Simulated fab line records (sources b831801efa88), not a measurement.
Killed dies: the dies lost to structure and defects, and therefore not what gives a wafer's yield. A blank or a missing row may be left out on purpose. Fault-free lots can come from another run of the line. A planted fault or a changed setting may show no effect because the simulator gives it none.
fab line records	flow sky130
record lots=5	wafers=15	last-day=50
route steps=708 shown LDD_LDN@294 SPACER@304 POLY_CUT@307 SD_P@320 RES_XHIGH@332 PAD_OPEN@708
lots untouched by any fault: they come from a run of this same line in which no faults occurred
start-h: the number of hours between the record's first day and the start of the first shown wafer of the lot	wait-h: how many hours have passed since the lot's step before this one	" as in the row above	L1.1+2: one row covering several wafers at once	- either no value or no given start	* or withheld: withheld	< > ~ a bound
route shown NAME@n: NAME is a module with steps in the file, n the number in the route of the first one	usual: the fault-free wafers' mean and standard deviation	same: alike in all rows	chamber/n: place in a boat	sites: the reading at each site	_std_site: how widely they spread, as a standard deviation	_edge_site: the outer-site mean with the inner-site mean subtracted	radius-mm: for every site, how far away it sits from the centre of the wafer	mask NAME#n: copy n	behind: the last tool/chamber to shape the wafer	hold: why the lot went on hold/how many hours it stayed there/how the hold came to an end	device: names the non-switching transistor (n, p or np)	end of line: the route-end tests of the same wafers	a step without rows: its recipe alone	killed: the dies lost at the first sort to structure and to defects; this is not the yield of the wafer	map: a wafer's dies, x killed, . not, _ none there
set.NAME: the setting as run; set.NAME@STEP: as run at that earlier step	model.NAME: the simulator's own value behind a step, which no gauge read
certain route steps with their lots: each step a table, each wafer a row
services: from which hour (start-h, from the record's first day; less than 0 if before it) a tool's chamber was out of use, for how many hours, and why
## steps
# step SKY_LDD_LDN_PEB_05
# recipe temp-c=withheld	time-s=*	resist=NOVOLAK
# step SKY_LDD_LDN_DEVELOP_06
# recipe resist=NOVOLAK	developer=TMAH	develop-time-s=60	dev-temp-c=23
# step SKY_LDD_LDN_OVL_MEAS_07
# usual LDD_LDN_OVL=0.0/1.6
lot.wafer	tool	chamber	start-h	wait-h	LDD_LDN_OVL[nm]
L705.2	overlay-02	-	542.09	0.1	-0.6
L705.4	"	-	"	"	1.6
L705.5	"	-	"	"	0.0
L706.1	overlay-01	-	545.58	0.1	-0.9
L706.3	"	-	"	"	-2.2
L706.6	"	-	"	"	-0.9
L710.4	overlay-01	-	605.69	0.1	0.8
L710.5	"	-	"	"	1.2
L710.6	"	-	"	"	0.3
L716.2	overlay-02	-	649.79	0.1	0.0
L716.5	"	-	"	"	-1.0
L716.6	"	-	"	"	-2.7
L721.2	overlay-02	-	678.48	0.1	-0.5
L721.3	"	-	"	"	-0.6
L721.4	"	-	"	"	-0.6
# step SKY_LDD_LDN_IMPLANT_08
# recipe species=As	energy-kev=15	dose-cm2=1.25e+13	tilt-deg=withheld	rotation-deg=23
# step SKY_LDD_LDN_IMPLANT_09
# recipe species=As	energy-kev=15	dose-cm2=1.25e+13	tilt-deg=withheld	rotation-deg=113
# step SKY_LDD_LDN_IMPLANT_10
# recipe species=As	energy-kev=15	dose-cm2=1.25e+13	tilt-deg=withheld	rotation-deg=203
# step SKY_LDD_LDN_IMPLANT_11
# recipe species=As	energy-kev=15	dose-cm2=1.25e+13	tilt-deg=withheld	rotation-deg=293
# step SKY_LDD_LDN_STRIP_12
# recipe chemistry=O2/N2	power-w=1400	pressure-mtorr=1500	platen-temp-c=withheld	o2-flow-sccm=3000	n2-flow-sccm=300	overash-fraction=0.5
# usual drypump-motor-current-A=5.65/0.22	oes-product-au=0.715/0.004	strip-time-to-endpoint-s=14.17/0.037
lot.wafer	tool	chamber	start-h	wait-h	drypump-motor-current-A	oes-product-au	rf-hours-counter-h	strip-time-to-endpoint-s
L705.2	plasma-asher-04	1	542.72	0.1	5.26	0.716	42	14.16
L705.4	"	1	"	"	5.31	0.717	-	14.15
L705.5	"	1	"	"	5.35	0.715	-	14.17
L706.1	plasma-asher-04	1	546.21	0.1	5.29	0.718	43	14.17
L706.3	"	0	"	"	5.70	0.712	-	14.20
L706.6	"	1	"	"	5.33	0.717	-	14.17
L710.4	plasma-asher-02	1	606.34	0.1	5.71	0.715	-	14.16
L710.5	"	1	"	"	5.74	0.715	-	14.11
L710.6	"	0	"	"	5.87	0.710	-	14.14
L716.2	plasma-asher-03	1	650.42	0.1	5.88	0.719	22	14.20
L716.5	"	1	"	"	5.87	0.717	-	14.16
L716.6	"	0	"	"	5.40	0.715	-	14.16
L721.2	plasma-asher-03	1	679.11	0.1	5.83	0.716	25	14.17
L721.3	"	1	"	"	5.79	0.719	-	14.19
L721.4	"	0	"	"	5.41	0.712	-	14.14
# step SKY_LDD_LDN_TW_MEAS_13
# usual LDD_LDN_TW=1491/12
lot.wafer	tool	chamber	start-h	wait-h	LDD_LDN_TW
L705.2	film-metro-01	-	542.83	0.1	1492
L705.4	"	-	"	"	1489
L705.5	"	-	"	"	1496
L706.1	film-metro-02	-	546.31	0.1	1481
L706.3	"	-	"	"	1494
L706.6	"	-	"	"	1478
L710.4	film-metro-04	-	606.44	0.1	1493
L710.5	"	-	"	"	1486
L710.6	"	-	"	"	1487
L716.2	film-metro-01	-	650.53	0.1	1491
L716.5	"	-	"	"	1496
L716.6	"	-	"	"	1489
L721.2	film-metro-01	-	679.22	0.1	1500
L721.3	"	-	"	"	1508
L721.4	"	-	"	"	1501
# step SKY_LDD_LDN_CLEAN_14
# recipe chemistry=SC1/SC2	mix=1:4:20	temp-c=70	time-s=150	dry=n2-spin
# step SKY_SPACER_CVD_00
# recipe material=Si3N4	precursor=DCS/NH3	target-thk-nm=43.1	temp-c=770	time-s=740	pressure-mtorr=250
# step SKY_SPACER_THK_MEAS_01
# recipe reads=Si3N4_of_SPACER_CVD_00
# usual SPACER_CVD_00_THK=43.1/0.34
lot.wafer	tool	chamber	start-h	wait-h	SPACER_CVD_00_THK[nm]
L705.2	film-metro-02	-	544.15	0.0	43.4
L705.4	"	-	"	"	43.3
L705.5	"	-	"	"	43.2
L706.1	film-metro-01	-	547.63	0.0	43.2
L706.3	"	-	"	"	42.9
L706.6	"	-	"	"	43.4
L710.4	film-metro-02	-	607.76	0.0	43.2
L710.5	"	-	"	"	43.2
L710.6	"	-	"	"	43.3
L716.2	film-metro-02	-	651.85	0.0	42.9
L716.5	"	-	"	"	43.0
L716.6	"	-	"	"	43.2
L721.2	film-metro-03	-	680.55	0.0	43.7
L721.3	"	-	"	"	43.0
L721.4	"	-	"	"	43.1
# step SKY_SPACER_ETCHBACK_02
# recipe chemistry=CH3F/O2	target=Si3N4	stop-on=SiO2	source-w=400	bias-w=80	pressure-mtorr=25	ch3f-flow-sccm=40	O2_flow_sccm=30	time-s=46.7	target-depth-a=450
# usual drypump-motor-current-A=5.5/0.47	oes-product-au=0.855/0.0062	throttle-valve-pct=10.563/0.0093
lot.wafer	tool	chamber	start-h	wait-h	drypump-motor-current-A	oes-product-au	rf-hours-counter-h	throttle-valve-pct
L705.2	rie-diel-01	3	544.20	0.0	5.9	0.857	2	10.555
L705.4	"	1	"	"	5.6	0.865	75	10.561
L705.5	"	0	"	"	5.0	0.858	-	10.564
L706.1	rie-diel-04	0	547.69	0.1	5.0	0.855	46	10.555
L706.3	"	1	"	"	6.3	0.860	50	10.536
L706.6	"	2	"	"	5.0	0.862	-	10.550
L710.4	rie-diel-03	3	607.79	0.0	5.2	0.855	30	10.576
L710.5	"	0	"	"	6.3	0.857	-	10.569
L710.6	"	3	"	"	5.2	0.857	-	10.549
L716.2	rie-diel-03	2	651.90	0.0	5.1	0.855	5	10.562
L716.5	"	1	"	"	5.4	0.851	-	10.569
L716.6	"	0	"	"	6.3	0.850	-	10.562
L721.2	rie-diel-01	0	680.60	0.0	5.0	0.853	9	10.538
L721.3	"	3	"	"	5.9	0.850	4	10.554
L721.4	"	2	"	"	5.6	0.863	2	10.563
# step SKY_POLY_CUT_DEHYDRATE_00
# recipe temp-c=200	time-s=60
# step SKY_POLY_CUT_HMDS_01
# recipe prime-time-s=60	prime-temp-c=120
# step SKY_POLY_CUT_COAT_02
# recipe resist=BARC	temp-c=withheld	time-s=withheld	spin-rpm=3000	resist-thk-nm=60
# step SKY_POLY_CUT_COAT_03
# recipe resist=KrF-thick	spin-rpm=3000	resist-thk-nm=450
# step SKY_POLY_CUT_SOFTBAKE_04
# recipe temp-c=100	time-s=90	resist=KrF-thick
# step SKY_POLY_CUT_EXPOSE_05
# recipe mask-id=NPCM	na=0.8	source-shape=annular	sigma-inner=0.55	sigma-outer=0.85	target-cd-nm=270	dose-mj=32
# step SKY_POLY_CUT_PEB_06
# recipe peb-temp-c=withheld	peb-time-s=withheld	resist=KrF-thick
# step SKY_POLY_CUT_DEVELOP_07
# recipe develop-time-s=60	resist=KrF-thick	dev-temp-c=21
# step SKY_POLY_CUT_CD_MEAS_08
# recipe target-cd-nm=270
# usual cd-nm=269.8/1.5
lot.wafer	tool	chamber	start-h	wait-h	cd-nm
L705.2	cd-sem-02	-	573.84	-	268.7
L705.4	"	-	"	"	267.7
L705.5	"	-	"	"	269.0
L706.1	cd-sem-02	-	579.33	-	270.2
L706.3	"	-	"	"	272.0
L706.6	"	-	"	"	270.7
L710.4	cd-sem-02	-	636.08	-	270.1
L710.5	"	-	"	"	268.2
L710.6	"	-	"	"	271.0
L716.2	cd-sem-01	-	680.20	-	267.0
L716.5	"	-	"	"	267.5
L716.6	"	-	"	"	268.1
L721.2	cd-sem-02	-	708.50	-	268.9
L721.3	"	-	"	"	269.5
L721.4	"	-	"	"	269.1
# step SKY_POLY_CUT_OVL_MEAS_09
# usual POLY_CUT_OVL=3/5.6
lot.wafer	tool	chamber	start-h	wait-h	POLY_CUT_OVL[nm]
L705.2	overlay-01	-	573.95	0.1	6
L705.4	"	-	"	"	6
L705.5	"	-	"	"	14
L706.1	overlay-02	-	579.45	0.1	11
L706.3	"	-	"	"	13
L706.6	"	-	"	"	10
L710.4	overlay-01	-	636.16	0.1	9
L710.5	"	-	"	"	2
L710.6	"	-	"	"	7
L716.2	overlay-01	-	680.31	0.1	2
L716.5	"	-	"	"	8
L716.6	"	-	"	"	15
L721.2	overlay-02	-	708.61	0.1	5
L721.3	"	-	"	"	3
L721.4	"	-	"	"	5
# step SKY_POLY_CUT_ETCH_10
# recipe chemistry=N2/H2	target=BARC	ion-energy-ev=200	source-w=500	bias-w=100	pressure-mtorr=30	n2-flow-sccm=100	h2-flow-sccm=200	stop-on=SiO2	time-s=45.9	target-depth-a=600
# usual drypump-motor-current-A=5.7/0.59	oes-product-au=0.855/0.0047	throttle-valve-pct=13.224/0.0092
lot.wafer	tool	chamber	start-h	wait-h	drypump-motor-current-A	oes-product-au	rf-hours-counter-h	throttle-valve-pct
L705.2	rie-diel-04	2	573.98	0.0	5.0	0.853	3	13.220
L705.4	"	3	"	"	5.2	0.862	10	13.218
L705.5	"	2	"	"	5.0	0.860	-	13.218
L706.1	rie-diel-01	2	579.49	0.0	5.7	0.852	1	13.226
L706.3	"	3	"	"	6.0	0.858	2	13.219
L706.6	"	3	"	"	6.0	0.856	-	13.209
L710.4	rie-diel-04	0	636.18	0.0	5.0	0.850	48	13.217
L710.5	"	1	"	"	6.3	0.862	-	13.213
L710.6	"	0	"	"	5.0	0.858	-	13.216
L716.2	rie-diel-02	2	680.34	0.0	5.5	0.854	13	13.225
L716.5	"	1	"	"	5.6	0.856	-	13.240
L716.6	"	2	"	"	5.5	0.858	-	13.221
L721.2	rie-diel-02	3	708.64	0.0	6.8	0.851	9	13.225
L721.3	"	1	"	"	5.5	0.845	5	13.213
L721.4	"	0	"	"	6.3	0.850	11	13.224
# step SKY_POLY_CUT_ETCH_11
# recipe target=Si3N4	chemistry=CF4/CH2F2/Ar	stop-on=poly-Si	source-w=600	bias-w=150	pressure-mtorr=40	cf4-flow-sccm=40	ch2f2-flow-sccm=20	Ar_flow_sccm=150	time-s=42.5	target-depth-a=600
# usual drypump-motor-current-A=5.7/0.59	oes-product-au=0.832/0.0059	throttle-valve-pct=14.994/0.0097
lot.wafer	tool	chamber	start-h	wait-h	drypump-motor-current-A	oes-product-au	rf-hours-counter-h	throttle-valve-pct
L705.2	rie-diel-04	2	574.02	0.0	5.0	0.836	3	15.008
L705.4	"	3	"	"	5.2	0.828	10	14.995
L705.5	"	2	"	"	5.0	0.832	-	14.984
L706.1	rie-diel-01	2	579.53	0.0	5.7	0.829	1	14.986
L706.3	"	3	"	"	6.0	0.834	2	15.002
L706.6	"	3	"	"	6.0	0.837	-	15.001
L710.4	rie-diel-04	0	636.22	0.0	5.0	0.834	48	15.004
L710.5	"	1	"	"	6.3	0.823	-	15.014
L710.6	"	0	"	"	5.1	0.829	-	14.981
L716.2	rie-diel-02	2	680.38	0.0	5.5	0.825	13	15.004
L716.5	"	1	"	"	5.6	0.832	-	14.990
L716.6	"	2	"	"	5.6	0.840	-	14.999
L721.2	rie-diel-02	3	708.68	0.0	6.8	0.831	9	14.975
L721.3	"	1	"	"	5.6	0.836	5	14.986
L721.4	"	0	"	"	6.3	0.830	11	15.000
# step SKY_POLY_CUT_STRIP_12
# recipe chemistry=O2/N2	power-w=1400	pressure-mtorr=1500	platen-temp-c=withheld	o2-flow-sccm=3000	n2-flow-sccm=300	overash-fraction=0.5
# usual drypump-motor-current-A=5.7/0.31	oes-product-au=0.452/0.0051	strip-time-to-endpoint-s=5.353/0.016
lot.wafer	tool	chamber	start-h	wait-h	drypump-motor-current-A	oes-product-au	rf-hours-counter-h	strip-time-to-endpoint-s
L705.2	plasma-asher-01	1	574.06	0.0	5.8	0.454	73	5.336
L705.4	"	1	"	"	5.8	0.453	-	5.327
L705.5	"	0	"	"	6.3	0.455	-	5.353
L706.1	plasma-asher-03	0	579.57	0.0	5.4	0.448	15	5.375
L706.3	"	0	"	"	5.4	0.453	-	5.368
L706.6	"	0	"	"	5.4	0.454	-	5.376
L710.4	plasma-asher-04	0	636.29	0.1	5.7	0.448	-	5.365
L710.5	"	0	"	"	5.7	0.456	-	5.352
L710.6	"	1	"	"	5.3	0.457	-	5.344
L716.2	plasma-asher-03	1	680.42	0.0	5.9	0.439	25	5.362
L716.5	"	0	"	"	5.4	0.449	-	5.344
L716.6	"	1	"	"	5.9	0.450	-	5.367
L721.2	plasma-asher-03	1	708.72	0.0	5.8	0.452	27	5.346
L721.3	"	1	"	"	5.9	0.451	-	5.351
L721.4	"	0	"	"	5.4	0.452	-	5.363
# step SKY_SD_P_DEHYDRATE_00
# recipe temp-c=200	time-s=60
# step SKY_SD_P_HMDS_01
# recipe prime-time-s=60	prime-temp-c=120
# step SKY_SD_P_COAT_02
# recipe resist=NOVOLAK	spin-rpm=3000	resist-thk-nm=1140
# step SKY_SD_P_SOFTBAKE_03
# recipe temp-c=90	time-s=60	resist=NOVOLAK
# step SKY_SD_P_EXPOSE_04
# recipe mask-id=PSDM	na=0.6	source-shape=conventional	sigma-outer=0.6	polarization=unpolarized	target-cd-nm=380	dose-mj=138
# step SKY_SD_P_PEB_05
# recipe temp-c=withheld	time-s=*	resist=NOVOLAK
# step SKY_SD_P_DEVELOP_06
# recipe resist=NOVOLAK	developer=TMAH	develop-time-s=60	dev-temp-c=23
# step SKY_SD_P_CD_MEAS_07
# recipe target-cd-nm=380
# usual cd-nm=380.8/2.9
lot.wafer	tool	chamber	start-h	wait-h	cd-nm
L705.2	cd-sem-02	-	603.00	0.1	380.7
L705.4	"	-	"	"	381.6
L705.5	"	-	"	"	382.2
L706.1	cd-sem-02	-	608.83	0.1	374.0
L706.3	"	-	"	"	375.4
L706.6	"	-	"	"	378.4
L710.4	cd-sem-01	-	664.69	0.1	387.7
L710.5	"	-	"	"	385.6
L710.6	"	-	"	"	385.3
L716.2	cd-sem-01	-	707.49	0.1	378.9
L716.5	"	-	"	"	377.5
L716.6	"	-	"	"	380.6
L721.2	cd-sem-01	-	736.99	0.1	380.1
L721.3	"	-	"	"	380.9
L721.4	"	-	"	"	382.3
# step SKY_SD_P_OVL_MEAS_08
# usual SD_P_OVL=-0.6/1.4
lot.wafer	tool	chamber	start-h	wait-h	SD_P_OVL[nm]
L705.2	overlay-02	-	603.10	0.1	-1.6
L705.4	"	-	"	"	0.3
L705.5	"	-	"	"	-1.0
L706.1	overlay-02	-	608.95	0.1	-2.5
L706.3	"	-	"	"	-1.9
L706.6	"	-	"	"	-0.7
L710.4	overlay-02	-	664.77	0.1	-1.0
L710.5	"	-	"	"	0.0
L710.6	"	-	"	"	0.0
L716.2	overlay-01	-	707.60	0.1	-1.4
L716.5	"	-	"	"	-3.2
L716.6	"	-	"	"	-2.7
L721.2	overlay-01	-	737.13	0.1	-0.7
L721.3	"	-	"	"	0.7
L721.4	"	-	"	"	1.2
# step SKY_SD_P_IMPLANT_09
# recipe species=BF2	energy-kev=20	dose-cm2=3e+15	tilt-deg=0
# step SKY_SD_P_STRIP_10
# recipe chemistry=O2/N2	power-w=1400	pressure-mtorr=1500	platen-temp-c=withheld	o2-flow-sccm=3000	n2-flow-sccm=300	overash-fraction=0.5
# usual drypump-motor-current-A=5.9/0.31	oes-product-au=0.617/0.0049	strip-time-to-endpoint-s=17.49/0.039
lot.wafer	tool	chamber	start-h	wait-h	drypump-motor-current-A	oes-product-au	rf-hours-counter-h	strip-time-to-endpoint-s
L705.2	plasma-asher-01	1	603.28	0.1	5.8	0.619	76	17.52
L705.4	"	0	"	"	6.3	0.609	-	17.53
L705.5	"	0	"	"	6.3	0.609	-	17.53
L706.1	plasma-asher-03	0	609.13	0.1	5.4	0.617	18	17.49
L706.3	"	1	"	"	5.8	0.613	-	17.48
L706.6	"	0	"	"	5.4	0.609	-	17.44
L710.4	plasma-asher-03	1	664.97	0.1	5.8	0.611	-	17.45
L710.5	"	0	"	"	5.4	0.619	-	17.41
L710.6	"	1	"	"	5.8	0.617	-	17.47
L716.2	plasma-asher-03	1	707.78	0.1	5.9	0.616	27	17.50
L716.5	"	1	"	"	5.8	0.623	-	17.41
L716.6	"	0	"	"	5.4	0.618	-	17.43
L721.2	plasma-asher-03	1	737.31	0.1	5.9	0.616	30	17.53
L721.3	"	1	"	"	5.9	0.616	-	17.55
L721.4	"	0	"	"	5.5	0.620	-	17.52
# step SKY_SD_P_TW_MEAS_11
# usual SD_P_TW=2831/22
lot.wafer	tool	chamber	start-h	wait-h	SD_P_TW
L705.2	film-metro-02	-	603.39	0.1	2809
L705.4	"	-	"	"	2803
L705.5	"	-	"	"	2800
L706.1	film-metro-04	-	609.23	0.1	2825
L706.3	"	-	"	"	2841
L706.6	"	-	"	"	2843
L710.4	film-metro-03	-	665.07	0.1	2839
L710.5	"	-	"	"	2840
L710.6	"	-	"	"	2851
L716.2	film-metro-03	-	707.89	0.1	2827
L716.5	"	-	"	"	2828
L716.6	"	-	"	"	2828
L721.2	film-metro-04	-	737.42	0.1	2862
L721.3	"	-	"	"	2854
L721.4	"	-	"	"	2850
# step SKY_RES_XHIGH_DEHYDRATE_00
# recipe temp-c=200	time-s=60
# step SKY_RES_XHIGH_HMDS_01
# recipe prime-time-s=60	prime-temp-c=120
# step SKY_RES_XHIGH_COAT_02
# recipe resist=NOVOLAK	spin-rpm=3000	resist-thk-nm=1140
# step SKY_RES_XHIGH_SOFTBAKE_03
# recipe temp-c=90	time-s=60	resist=NOVOLAK
# step SKY_PAD_OPEN_PROBE_99
# usual killed_at_M0_to_M3=42/6.2	killed_at_M4_up=3.0/1.8	killed-at-contacts=25/5.9	killed-at-front-end=15/4.5	killed-at-other=0.2/0.45	killed-dies=85/9.9	killed-on-rim=17/3.5	killed-open=47/6.7	killed-short=39/6.4
# same gross-dies=492	killed-at-back-side=0
lot.wafer	tool	chamber	start-h	wait-h	hold	killed_at_M0_to_M3	killed_at_M4_up	killed-at-contacts	killed-at-front-end	killed-at-other	killed-dies	killed-on-rim	killed-open	killed-short
L705.2	prober-02	-	1088.10	0.1	-	32	2	20	15	1	70	16	46	24
L705.4	prober-02	-	1088.20	0.2	-	30	1	20	18	0	69	16	36	33
L705.5	prober-02	-	1088.25	0.2	-	38	3	33	16	0	90	16	44	46
L706.1	prober-01	-	1095.06	0.1	-	44	2	28	10	0	84	23	41	43
L706.3	prober-01	-	1095.16	0.2	-	40	5	25	15	0	85	14	49	36
L706.6	prober-01	-	1095.31	0.2	-	39	5	28	15	0	87	10	51	36
L710.4	prober-02	-	1133.20	0.2	-	40	3	23	19	0	85	12	48	37
L710.5	prober-02	-	1133.25	0.2	-	41	3	21	20	0	85	19	53	32
L710.6	prober-02	-	1133.30	0.2	-	38	3	22	16	0	79	17	48	31
L716.2	prober-02	-	1167.11	0.1	await-dispo/1.2h/release	34	4	25	73	0	136	17	39	35
L716.5	prober-02	-	1167.26	0.2	await-dispo/1.2h/release	44	3	34	8	0	89	19	52	37
L716.6	prober-02	-	1167.31	0.2	await-dispo/1.2h/release	42	2	32	10	0	86	21	45	41
L721.2	prober-02	-	1188.00	0.1	-	38	5	17	10	0	70	15	44	26
L721.3	prober-02	-	1188.05	0.2	-	39	3	24	15	0	81	20	42	39
L721.4	prober-02	-	1188.10	0.2	-	34	4	18	17	0	73	8	43	30
# killed by level:class
L705.2 CONTACT:geometric-particle:open=8 VIA1:geometric-particle:open=8 POLY_GATE:geometric-particle:open=7 LI_CONTACT:geometric-particle:open=5 FIELD_ISO:geometric-particle:open=4 VIA2:geometric-particle:open=4 POLY_GATE:geometric-particle:short=3 VIA1:geometric-particle:short=3
L705.4 VIA1:geometric-particle:open=8 POLY_GATE:geometric-particle:short=7 LI_CONTACT:geometric-particle:open=7 CONTACT:geometric-particle:open=7 VIA3:geometric-particle:open=5 METAL2:geometric-particle:short=5 METAL1:geometric-particle:short=4 FIELD_ISO:geometric-particle:short=3
L705.5 VIA1:geometric-particle:open=13 CONTACT:geometric-particle:open=11 POLY_GATE:geometric-particle:short=8 METAL2:geometric-particle:short=8 LI_CONTACT:geometric-particle:open=7 CONTACT:geometric-particle:short=7 LOCAL_INTERCONNECT:geometric-particle:short=6 VIA3:geometric-particle:open=6
L706.1 LI_CONTACT:geometric-particle:open=11 VIA1:geometric-particle:open=8 CONTACT:geometric-particle:open=8 VIA1:geometric-particle:short=6 LOCAL_INTERCONNECT:geometric-particle:short=5 POLY_GATE:geometric-particle:short=5 METAL2:geometric-particle:short=5 METAL3:geometric-particle:short=5
L706.3 VIA1:geometric-particle:open=14 CONTACT:geometric-particle:open=11 METAL2:geometric-particle:short=6 LI_CONTACT:geometric-particle:open=6 FIELD_ISO:geometric-particle:short=4 FIELD_ISO:geometric-particle:open=4 CONTACT:geometric-particle:short=4 VIA3:geometric-particle:open=4
L706.6 VIA1:geometric-particle:open=14 LI_CONTACT:geometric-particle:open=8 CONTACT:geometric-particle:open=8 LOCAL_INTERCONNECT:geometric-particle:short=6 VIA2:geometric-particle:open=6 FIELD_ISO:geometric-particle:open=5 VIA2:geometric-particle:short=4 FIELD_ISO:geometric-particle:short=4
L710.4 LI_CONTACT:geometric-particle:open=10 METAL1:geometric-particle:short=10 POLY_GATE:geometric-particle:open=9 VIA2:geometric-particle:open=6 VIA3:geometric-particle:open=5 LOCAL_INTERCONNECT:geometric-particle:short=5 VIA1:geometric-particle:open=5 CONTACT:geometric-particle:short=4
L710.5 VIA1:geometric-particle:open=13 POLY_GATE:geometric-particle:open=9 CONTACT:geometric-particle:open=7 VIA2:geometric-particle:open=6 LI_CONTACT:geometric-particle:open=5 CONTACT:geometric-particle:short=5 FIELD_ISO:geometric-particle:open=4 POLY_GATE:geometric-particle:short=4
L710.6 VIA1:geometric-particle:open=12 CONTACT:geometric-particle:open=11 POLY_GATE:geometric-particle:open=7 VIA2:geometric-particle:open=5 POLY_GATE:geometric-particle:short=4 LI_CONTACT:geometric-particle:open=4 METAL3:geometric-particle:short=4 LOCAL_INTERCONNECT:geometric-particle:short=3
L716.2 SPACER:unspecified=62 CONTACT:geometric-particle:open=9 LI_CONTACT:geometric-particle:open=8 VIA1:geometric-particle:open=7 FIELD_ISO:geometric-particle:short=6 METAL3:geometric-particle:short=5 LI_CONTACT:geometric-particle:short=4 METAL1:geometric-particle:short=3
L716.5 CONTACT:geometric-particle:open=11 LI_CONTACT:geometric-particle:open=9 CONTACT:geometric-particle:short=8 VIA2:geometric-particle:open=8 VIA3:geometric-particle:open=7 METAL1:geometric-particle:short=6 VIA1:geometric-particle:open=5 VIA2:geometric-particle:short=5
L716.6 LI_CONTACT:geometric-particle:open=10 CONTACT:geometric-particle:short=8 VIA1:geometric-particle:open=7 METAL2:geometric-particle:short=7 VIA2:geometric-particle:open=7 CONTACT:geometric-particle:open=5 LOCAL_INTERCONNECT:geometric-particle:short=4 VIA3:geometric-particle:short=4
L721.2 VIA1:geometric-particle:open=9 VIA2:geometric-particle:open=8 VIA3:geometric-particle:open=6 CONTACT:geometric-particle:open=6 METAL1:geometric-particle:short=5 FIELD_ISO:geometric-particle:open=4 LI_CONTACT:geometric-particle:open=4 VIA1:geometric-particle:short=4
L721.3 CONTACT:geometric-particle:open=10 VIA1:geometric-particle:open=9 VIA2:geometric-particle:open=8 CONTACT:geometric-particle:short=6 METAL2:geometric-particle:short=6 FIELD_ISO:geometric-particle:open=5 LOCAL_INTERCONNECT:geometric-particle:short=5 FIELD_ISO:geometric-particle:short=4
L721.4 VIA1:geometric-particle:open=9 FIELD_ISO:geometric-particle:open=7 CONTACT:geometric-particle:open=6 VIA2:geometric-particle:open=6 FIELD_ISO:geometric-particle:short=5 METAL3:geometric-particle:short=5 VIA3:geometric-particle:open=4 LOCAL_INTERCONNECT:geometric-particle:short=3
# map L716.2 (x killed, . not)
__________..x......x_________
________...x.xx.xxxxx._______
______..x..x....xxxxxxx._____
_____...x...xx.xxxxxxxx.x____
____.......x..xxxxxxxxxx.x___
___....x..x....xxxxxxxxxx..__
__............xxxxxxxxxxx..._
_.x....x...x..xxxxxxxx.x.....
_.................xxxx.x.....
_..x.....x..x..xxx....xx.....
_............x....xxx.....x..
_...........x...x.x..........
_.xx........x......xxx.......
_......xxx....x...xx.x..x....
_...x........................
__x...x.....x.x.......x....._
___...................xx..x__
____...x..xx..xxx.x.x.....___
_____.x...........x......____
______...............xx._____
________.............._______
__________x...x....._________
# map L710.4 (x killed, . not)
__________.........._________
________.x..........x._______
______.......x...x......_____
_____.........x..x.....xx____
____x.......x.xxx.x.......___
___...x..xx..x..........x..__
__.....x.x...x...x..x.x...x._
_....x.x..x........x....x....
_..x..x......................
_......xx.....x..........x.xx
_.......x....x.x..x.....x.x..
_....x...x..........xx....x..
_...x..............x...x.....
_...x.......xx...............
_......x.....xx..........x...
__x........x..x..x.x..x....._
___.x.....x........x..x....__
____x......x.....x....xxx.___
_____...x.x...x.......x..____
______....x....x........_____
________..x..x....x..._______
__________.........._________
## services
tool	chamber	start-h	hours	kind
plasma-asher-01	-	519.06	8.1	repair
rie-diel-02	-	522.40	1.0	repair
rie-diel-02	3	526.44	21.2	repair
rie-diel-03	-	550.44	2.8	pm
rie-diel-04	-	559.06	2.8	pm
rie-diel-02	3	572.56	4.1	repair
rie-diel-03	0	610.19	7.1	repair
plasma-asher-01	-	610.32	2.5	repair
plasma-asher-02	-	617.32	0.7	repair
plasma-asher-01	-	634.12	0.9	repair
rie-diel-01	3	642.77	3.9	repair
rie-diel-01	1	644.95	22.2	repair
rie-diel-04	2	645.78	6.6	repair
plasma-asher-01	-	655.81	1.4	repair
rie-diel-03	2	679.96	5.7	repair
plasma-asher-04	-	683.79	3.6	repair
rie-diel-01	1	692.43	2.7	repair
plasma-asher-03	-	692.89	1.5	repair
rie-diel-04	1	713.07	-	clean
rie-diel-04	1	713.07	18.4	scheduled-down
rie-diel-04	1	713.07	18.4	vent-cycle
rie-diel-04	0	731.46	-	clean
rie-diel-03	1	733.46	12.6	repair
plasma-asher-02	-	733.75	9.0	pm
## key
first-sign step=SKY_PAD_OPEN_PROBE_99	reading=killed-at-front-end	direction=up	sigmas=13	usual=15	struck=73
effect step=SKY_PAD_OPEN_PROBE_99	reading=killed-dies	direction=up	sigmas=5.1	usual=85	struck=136
met-at SKY_SPACER_ETCHBACK_02
struck-wafers L716.2
tester-left-out L716
fault kind=chamber-particle-source	tool=rie-diel-03	chamber=2	onset-h=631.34	steps=SKY_SPACER_ETCHBACK_02	rate-per-visit-cm2=1.0726	end-h=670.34
# tester-left-out: of these lots the tester's yield and bins aren't shown, on N5 and GAA mostly nor the transistor test; their killed dies are dies lost to structure and defects alone, not to doping, threshold or leakage, so they don't give the yield
